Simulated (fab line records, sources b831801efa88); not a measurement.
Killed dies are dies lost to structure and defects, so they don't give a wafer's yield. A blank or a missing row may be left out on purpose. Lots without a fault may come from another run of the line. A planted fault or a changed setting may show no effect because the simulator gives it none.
Which tool did it? | flow sky130 | 11 lots, 33 wafers sampled, at 2 steps of a route of 708

WHAT THE GAUGES READ, wafer by wafer
SKY_CAPM_RS_MEAS_03: measures by four-point-probe. Usual: CAPM_TIN_RS 6.90 ohm/sq, standard deviation 0.063.
lot  | measured     | on            | CAPM_TIN_RS (ohm/sq) | flag
L985 | day 37 10:40 | film_metro-04 | 6.95 6.92 7.02       |
L987 | day 37 20:43 | film_metro-04 | 6.82 6.78 6.83       |
L988 | day 37 21:41 | film_metro-04 | 6.94 6.94 6.96       |
L989 | day 38 06:30 | film_metro-01 | 6.87 6.87 6.84       |
L991 | day 38 22:08 | film_metro-01 | 6.82 6.88 6.86       |
L992 | day 39 01:48 | film_metro-01 | 6.96 6.94 6.93       |
L993 | day 39 15:41 | film_metro-03 | 6.87 6.93 6.89       |
L999 | day 41 22:55 | film_metro-03 | 6.84 6.79 6.84       |
L101 | day 42 00:00 | film_metro-04 | 6.80 6.90 6.89       |
L998 | day 42 00:34 | film_metro-03 | 7.00 6.96 7.00       |
L106 | day 43 17:33 | film_metro-04 | 6.85 6.91 6.88       |

WHICH TOOL RAN EACH LOT (tool, then ch and the chambers of the sampled wafers, then the start)
lot  | SKY_VIA2_STRIP_16
L985 | plasma_asher-02 ch 0,1, day 37 09:01
L987 | plasma_asher-02 ch 0,1, day 37 19:01
L988 | plasma_asher-02 ch 0,1, day 37 20:02
L989 | plasma_asher-02 ch 0,1, day 38 04:52
L991 | plasma_asher-02 ch 0,1, day 38 20:22
L992 | plasma_asher-03 ch 0,1, day 39 00:10
L993 | plasma_asher-03 ch 0,1, day 39 13:38
L999 | plasma_asher-02 ch 0,1, day 41 21:10
L101 | plasma_asher-02 ch 0,1, day 41 22:20
L998 | plasma_asher-02 ch 0,1, day 41 22:55
L106 | plasma_asher-01 ch 0,1, day 43 15:56
- SKY_VIA2_STRIP_16: strips in O2/N2.

WHAT THE TOOLS THEMSELVES READ (means of the sampled wafers that have a number; where no wafer has one, the mark that the record gives instead)
SKY_VIA2_STRIP_16. Usual: drypump_motor_current_A 5.8 A, standard deviation 0.53; n2_flow_sccm 299.9 sccm, standard deviation 0.92; oes_product_au 0.399 a.u., standard deviation 0.0041; strip_time_to_endpoint_s 4.055 s, standard deviation 0.022.
lot  | tool            | drypump_motor_current_A (A) | n2_flow_sccm (sccm) | oes_product_au (a.u.) | strip_time_to_endpoint_s (s) | flag
L985 | plasma_asher-02 | 5.4                         | 300.4               | 0.405                 | 4.070                        |
L987 | plasma_asher-02 | 5.8                         | 300.4               | 0.399                 | 4.089                        |
L988 | plasma_asher-02 | 5.8                         | 300.1               | 0.398                 | 4.070                        |
L989 | plasma_asher-02 | 5.8                         | 300.4               | 0.398                 | 4.080                        |
L991 | plasma_asher-02 | 5.4                         | 299.5               | 0.395                 | 4.048                        |
L992 | plasma_asher-03 | 6.3                         | 300.3               | 0.403                 | 4.070                        |
L993 | plasma_asher-03 | 6.3                         | 300.6               | 0.398                 | 4.041                        |
L999 | plasma_asher-02 | 5.4                         | 300.4               | 0.399                 | 4.062                        |
L101 | plasma_asher-02 | 5.8                         | 299.4               | 0.401                 | 4.038                        |
L998 | plasma_asher-02 | 5.4                         | 300.1               | 0.397                 | 4.046                        |
L106 | plasma_asher-01 | 5.7                         | 299.5               | 0.398                 | 4.019                        |

THE ANSWER, worked out from the rows above alone
Rule: a lot is off if the mean of its wafers that have a number lies more than 3 standard deviations from the usual mean. A lot without any number at a reading at which 4 lots or more have one is off too. The other lots that the step has rows for count as sound. The gauges are gone through in route order, then the tools' own readings, and for those a lot's mean is taken as printed above. The first step at which some lot is off is used, and at that step the reading that is off furthest; a lot without a number counts as furthest.
No lot is off at any reading shown: from this, nothing can be told.

WHAT THE SIMULATOR HAD PUT IN
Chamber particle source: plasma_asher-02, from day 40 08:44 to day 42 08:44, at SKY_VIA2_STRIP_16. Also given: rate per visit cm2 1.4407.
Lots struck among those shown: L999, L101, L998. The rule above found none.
